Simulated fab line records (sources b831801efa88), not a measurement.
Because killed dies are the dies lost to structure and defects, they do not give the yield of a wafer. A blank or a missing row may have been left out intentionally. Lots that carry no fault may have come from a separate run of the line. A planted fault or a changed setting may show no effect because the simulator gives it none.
Which tool is to blame? | flow sky130 | 24 lots with 72 wafers sampled at 6 steps, on a route of 708 steps

== WHAT THE GAUGES SHOWED, per wafer ==
SKY_METAL3_CD_MEAS_13 targets a cd of 300 nm.
lot  | measured     | on        | cd nm (nm)
L074 | day 38 08:28 | cd sem-02 | 300.8 301.0 300.9
L075 | day 38 15:08 | cd sem-01 | 298.9 297.2 297.8
L076 | day 38 23:52 | cd sem-01 | 299.3 300.5 301.2
L077 | day 39 11:56 | cd sem-02 | 299.8 300.4 300.5
L078 | day 39 12:55 | cd sem-02 | 302.7 301.9 301.9
L079 | day 40 01:41 | cd sem-02 | 302.5 301.1 299.9
L080 | day 40 12:28 | cd sem-01 | 299.1 299.7 297.2
L081 | day 40 15:44 | cd sem-02 | 299.2 300.3 301.3
L082 | day 40 22:49 | cd sem-01 | 299.4 300.4 299.5
L083 | day 41 07:32 | cd sem-02 | 302.7 303.5 302.4
L084 | day 41 14:19 | cd sem-02 | 298.7 299.2 300.9
L085 | day 41 16:07 | cd sem-01 | 301.1 300.5 298.9
L086 | day 42 02:04 | cd sem-01 | 297.3 300.3 300.0
L087 | day 42 11:46 | cd sem-02 | 299.5 300.6 300.0
L088 | day 42 22:22 | cd sem-01 | 300.7 300.3 299.7
L089 | day 43 06:36 | cd sem-02 | 299.4 299.8 300.6
L090 | day 43 13:22 | cd sem-02 | 300.7 298.8 300.1
L091 | day 44 01:55 | cd sem-02 | 302.7 301.6 301.8
L092 | day 44 03:55 | cd sem-01 | 301.8 301.1 300.4
L093 | day 44 09:26 | cd sem-02 | 298.9 299.4 299.0
L094 | day 44 10:07 | cd sem-02 | 299.4 298.7 297.9
L095 | day 44 16:04 | cd sem-02 | 302.8 302.6 301.8
L097 | day 44 21:46 | cd sem-02 | 300.1 299.5 298.9
L096 | day 45 00:37 | cd sem-02 | 301.2 300.4 301.6

SKY_CAP2M_OVL_MEAS_12.
lot  | measured     | on         | CAP2M_OVL (nm)
L074 | day 40 13:14 | overlay-02 | 2.0 2.4 1.8
L075 | day 40 20:24 | overlay-02 | -0.6 -0.1 -0.1
L076 | day 41 05:06 | overlay-02 | -0.2 0.5 0.7
L077 | day 41 15:33 | overlay-02 | -1.1 0.5 -0.3
L078 | day 41 16:11 | overlay-02 | -1.8 -2.3 -1.6
L079 | day 42 04:37 | overlay-01 | -0.4 -0.5 0.0
L080 | day 42 15:22 | overlay-01 | -1.7 -1.7 -1.7
L081 | day 42 17:46 | overlay-02 | -0.9 -2.6 -1.1
L082 | day 43 01:09 | overlay-02 | -3.1 -1.3 -1.4
L083 | day 43 09:35 | overlay-02 | 1.0 0.3 0.8
L084 | day 43 16:24 | overlay-02 | 0.4 -1.2 -0.8
L085 | day 43 18:11 | overlay-01 | 0.6 1.7 1.0
L086 | day 44 02:45 | overlay-02 | 1.1 -0.2 1.1
L087 | day 44 12:16 | overlay-01 | -3.7 -2.6 -1.4
L088 | day 44 22:44 | overlay-01 | -1.5 -1.8 -3.1
L089 | day 45 05:26 | overlay-02 | 0.5 1.1 1.8
L090 | day 45 13:07 | overlay-01 | -1.3 -0.8 -0.7
L091 | day 46 01:03 | overlay-02 | -1.3 -0.5 -0.5
L092 | day 46 01:59 | overlay-02 | -0.7 1.3 0.1
L093 | day 46 06:58 | overlay-02 | 0.1 0.2 1.3
L094 | day 46 07:26 | overlay-02 | -3.3 0.7 -0.3
L095 | day 46 14:09 | overlay-01 | 2.3 2.6 2.5
L097 | day 46 19:27 | overlay-01 | 0.5 0.3 1.7
L096 | day 46 21:35 | overlay-01 | -0.6 -0.3 -1.8

SKY_PAD_OPEN_BOW_MEAS_13.
lot  | measured     | on            | PAD_OPEN_BOW (um)
L074 | day 45 13:13 | film metro-02 | 45 54 36
L075 | day 45 20:25 | film metro-02 | 38 46 45
L076 | day 46 04:14 | film metro-02 | 51 65 54
L077 | day 46 11:26 | film metro-02 | 64 52 57
L078 | day 46 14:13 | film metro-04 | 58 49 44
L079 | day 47 01:05 | film metro-01 | 45 42 44
L080 | day 47 09:19 | film metro-04 | 48 44 49
L081 | day 47 12:03 | film metro-02 | 48 51 42
L082 | day 47 16:57 | film metro-02 | 48 32 51
L083 | day 47 23:40 | film metro-04 | 43 41 48
L084 | day 48 06:31 | film metro-04 | 31 54 46
L085 | day 48 08:30 | film metro-02 | 42 41 34
L086 | day 48 15:55 | film metro-04 | 42 46 45
L087 | day 48 22:40 | film metro-04 | 39 42 33
L088 | day 49 08:52 | film metro-04 | 54 61 53
L089 | day 49 13:25 | film metro-02 | 36 44 53
L090 | day 49 20:28 | film metro-01 | 44 38 37
L091 | day 50 06:25 | film metro-01 | 48 54 40
L092 | day 50 06:16 | film metro-04 | 53 49 61
L093 | day 50 09:42 | film metro-01 | 53 48 57
L094 | day 50 11:28 | film metro-01 | 38 51 40
L095 | day 50 15:57 | film metro-04 | 40 46 32
L097 | day 50 19:16 | film metro-04 | 36 45 50
L096 | day 50 21:30 | film metro-04 | 43 38 33

== EACH LOT AND THE TOOL THAT RAN IT (in order: tool; ch and the chambers of the sampled wafers; start) ==
lot  | SKY_CAPM_METAL_ETCH_13            | SKY_METAL4_SPUTTER_00        | SKY_METAL4_SPUTTER_01
L074 | rie metal-03 ch 1, day 37 06:22   | pvd sputter-02, day 39 12:42 | pvd sputter-02, day 39 12:43
L075 | rie metal-03 ch 1, day 37 12:11   | pvd sputter-04, day 39 19:11 | pvd sputter-04, day 39 19:13
L076 | rie metal-01 ch 1, day 37 21:43   | pvd sputter-04, day 40 04:10 | pvd sputter-04, day 40 04:12
L077 | rie metal-01 ch 1, day 38 10:32   | pvd sputter-03, day 40 15:07 | pvd sputter-03, day 40 15:08
L078 | rie metal-02 ch 1, day 38 11:10   | pvd sputter-04, day 40 16:17 | pvd sputter-04, day 40 16:19
L079 | rie metal-01 ch 0,1, day 39 00:16 | pvd sputter-04, day 41 04:50 | pvd sputter-04, day 41 04:52
L080 | rie metal-03 ch 0,1, day 39 11:37 | pvd sputter-03, day 41 15:59 | pvd sputter-03, day 41 16:01
L081 | rie metal-01 ch 0,1, day 39 15:07 | pvd sputter-02, day 41 18:35 | pvd sputter-02, day 41 18:37
L082 | rie metal-02 ch 0,1, day 39 21:52 | pvd sputter-04, day 42 02:02 | pvd sputter-04, day 42 02:04
L083 | rie metal-03 ch 0,1, day 40 06:31 | pvd sputter-02, day 42 10:38 | pvd sputter-02, day 42 10:40
L084 | rie metal-02 ch 0,1, day 40 13:26 | pvd sputter-04, day 42 16:53 | pvd sputter-04, day 42 16:55
L085 | rie metal-01 ch 0,1, day 40 15:28 | pvd sputter-04, day 42 19:10 | pvd sputter-04, day 42 19:11
L086 | rie metal-02 ch 0,1, day 41 01:05 | pvd sputter-04, day 43 04:25 | pvd sputter-04, day 43 04:26
L087 | rie metal-03 ch 0, day 41 11:04   | pvd sputter-04, day 43 13:49 | pvd sputter-04, day 43 13:50
L088 | rie metal-02 ch 0, day 41 22:53   | pvd sputter-03, day 44 00:16 | pvd sputter-03, day 44 00:17
L089 | rie metal-01 ch 0,1, day 42 07:04 | pvd sputter-04, day 44 07:52 | pvd sputter-04, day 44 07:53
L090 | rie metal-01 ch 0,1, day 42 14:05 | pvd sputter-03, day 44 14:28 | pvd sputter-03, day 44 14:29
L091 | rie metal-02 ch 1, day 43 03:07   | pvd sputter-02, day 45 03:42 | pvd sputter-02, day 45 03:43
L092 | rie metal-02 ch 0,1, day 43 04:26 | pvd sputter-02, day 45 05:00 | pvd sputter-02, day 45 05:01
L093 | rie metal-01 ch 0,1, day 43 10:23 | pvd sputter-04, day 45 10:20 | pvd sputter-04, day 45 10:21
L094 | rie metal-03 ch 0,1, day 43 11:37 | pvd sputter-03, day 45 10:56 | pvd sputter-03, day 45 10:57
L095 | rie metal-01 ch 0,1, day 43 16:49 | pvd sputter-02, day 45 17:12 | pvd sputter-02, day 45 17:13
L097 | rie metal-03 ch 0,1, day 43 23:50 | pvd sputter-04, day 45 22:29 | pvd sputter-04, day 45 22:31
L096 | rie metal-01 ch 0,1, day 44 02:32 | pvd sputter-02, day 46 01:01 | pvd sputter-02, day 46 01:02
- SKY_CAPM_METAL_ETCH_13: etches TiN in Cl2/BCl3, stops on SiO2, target depth 220 nm, time 62.9 s.
- SKY_METAL4_SPUTTER_00: material Ti, target thk 15 nm, time 10 s.
- SKY_METAL4_SPUTTER_01: material TiN, target thk 20 nm, time 16.7 s.

== WHAT THE TOOLS THEMSELVES READ (means of the sampled wafers that have a number; where no wafer has one, the mark that the record gives instead) ==
SKY_CAPM_METAL_ETCH_13.
lot  | tool         | chamber pressure mTorr (mTorr) | drypump motor current A (A) | oes product au (a.u.) | throttle valve pct (%)
L074 | rie metal-03 | 10.003                         | 6.0                         | 0.949                 | 21.897
L075 | rie metal-03 | 10.004                         | 6.0                         | 0.936                 | 21.906
L076 | rie metal-01 | 10.003                         | 5.3                         | 0.935                 | 21.905
L077 | rie metal-01 | 10.000                         | 5.3                         | 0.937                 | 21.908
L078 | rie metal-02 | 10.007                         | 5.4                         | 0.945                 | 21.893
L079 | rie metal-01 | 10.008                         | 6.0                         | 0.935                 | 21.907
L080 | rie metal-03 | 9.998                          | 5.8                         | 0.943                 | 21.900
L081 | rie metal-01 | 9.995                          | 6.0                         | 0.936                 | 21.904
L082 | rie metal-02 | 9.997                          | 5.5                         | 0.942                 | 21.904
L083 | rie metal-03 | 9.996                          | 5.8                         | 0.940                 | 21.902
L084 | rie metal-02 | 10.001                         | 5.6                         | 0.933                 | 21.900
L085 | rie metal-01 | 9.995                          | 6.0                         | 0.940                 | 21.904
L086 | rie metal-02 | 9.992                          | 5.6                         | 0.936                 | 21.903
L087 | rie metal-03 | 10.001                         | 5.7                         | 0.933                 | 21.906
L088 | rie metal-02 | 9.998                          | 5.7                         | 0.937                 | 21.902
L089 | rie metal-01 | 10.007                         | 5.7                         | 0.938                 | 21.899
L090 | rie metal-01 | 9.999                          | 5.7                         | 0.931                 | 21.905
L091 | rie metal-02 | 9.999                          | 5.4                         | 0.941                 | 21.896
L092 | rie metal-02 | 10.007                         | 5.5                         | 0.941                 | 21.897
L093 | rie metal-01 | 10.000                         | 5.6                         | 0.944                 | 21.902
L094 | rie metal-03 | 10.001                         | 5.8                         | 0.944                 | 21.900
L095 | rie metal-01 | 9.997                          | 5.7                         | 0.929                 | 21.908
L097 | rie metal-03 | 10.002                         | 5.8                         | 0.942                 | 21.896
L096 | rie metal-01 | 10.012                         | 5.6                         | 0.934                 | 21.906

SKY_METAL4_SPUTTER_00.
lot  | tool           | throttle valve pct (%)
L074 | pvd sputter-02 | 31.5
L075 | pvd sputter-04 | 28.9
L076 | pvd sputter-04 | 28.9
L077 | pvd sputter-03 | 30.0
L078 | pvd sputter-04 | 29.7
L079 | pvd sputter-04 | 29.0
L080 | pvd sputter-03 | 30.8
L081 | pvd sputter-02 | 31.5
L082 | pvd sputter-04 | 30.0
L083 | pvd sputter-02 | 30.3
L084 | pvd sputter-04 | 30.0
L085 | pvd sputter-04 | 28.9
L086 | pvd sputter-04 | 28.3
L087 | pvd sputter-04 | 29.0
L088 | pvd sputter-03 | 30.4
L089 | pvd sputter-04 | 29.9
L090 | pvd sputter-03 | 29.2
L091 | pvd sputter-02 | 30.7
L092 | pvd sputter-02 | 30.5
L093 | pvd sputter-04 | 29.2
L094 | pvd sputter-03 | 29.3
L095 | pvd sputter-02 | 30.6
L097 | pvd sputter-04 | 28.1
L096 | pvd sputter-02 | 32.4

SKY_METAL4_SPUTTER_01.
lot  | tool           | throttle valve pct (%)
L074 | pvd sputter-02 | 31.7
L075 | pvd sputter-04 | 28.9
L076 | pvd sputter-04 | 29.2
L077 | pvd sputter-03 | 29.9
L078 | pvd sputter-04 | 30.0
L079 | pvd sputter-04 | 28.8
L080 | pvd sputter-03 | 30.8
L081 | pvd sputter-02 | 31.5
L082 | pvd sputter-04 | 29.9
L083 | pvd sputter-02 | 30.4
L084 | pvd sputter-04 | 29.9
L085 | pvd sputter-04 | 29.0
L086 | pvd sputter-04 | 28.2
L087 | pvd sputter-04 | 29.2
L088 | pvd sputter-03 | 30.5
L089 | pvd sputter-04 | 29.6
L090 | pvd sputter-03 | 29.3
L091 | pvd sputter-02 | 30.5
L092 | pvd sputter-02 | 30.4
L093 | pvd sputter-04 | 29.1
L094 | pvd sputter-03 | 29.4
L095 | pvd sputter-02 | 30.5
L097 | pvd sputter-04 | 28.2
L096 | pvd sputter-02 | 32.4

== THE ANSWER, worked out from the rows above alone ==
Rule: the lots themselves supply what counts as usual. The widest of any qualifying gaps counts: lots, ordered by their means at a reading, are off when they make up no more than a third of the lots, leave a main group of 4 or more, and stand apart from it by 3 or more times the standard deviation of that group's means. A main group whose means are all the same, to the digits that the tables above print for the reading, isn't used. A lot without any number at a reading at which 4 lots or more have one is off too. All remaining lots with rows at the step are treated as sound. Order of review: gauges by route order, followed by the tools' own readings, for which a lot's mean as printed above is used. The first step at which some lot is off is used, and at that step the reading that is off furthest; a lot without a number counts as furthest.
None of the lots is off at any reading shown; this tells nothing.

== WHAT HAD BEEN PUT IN BY THE SIMULATOR ==
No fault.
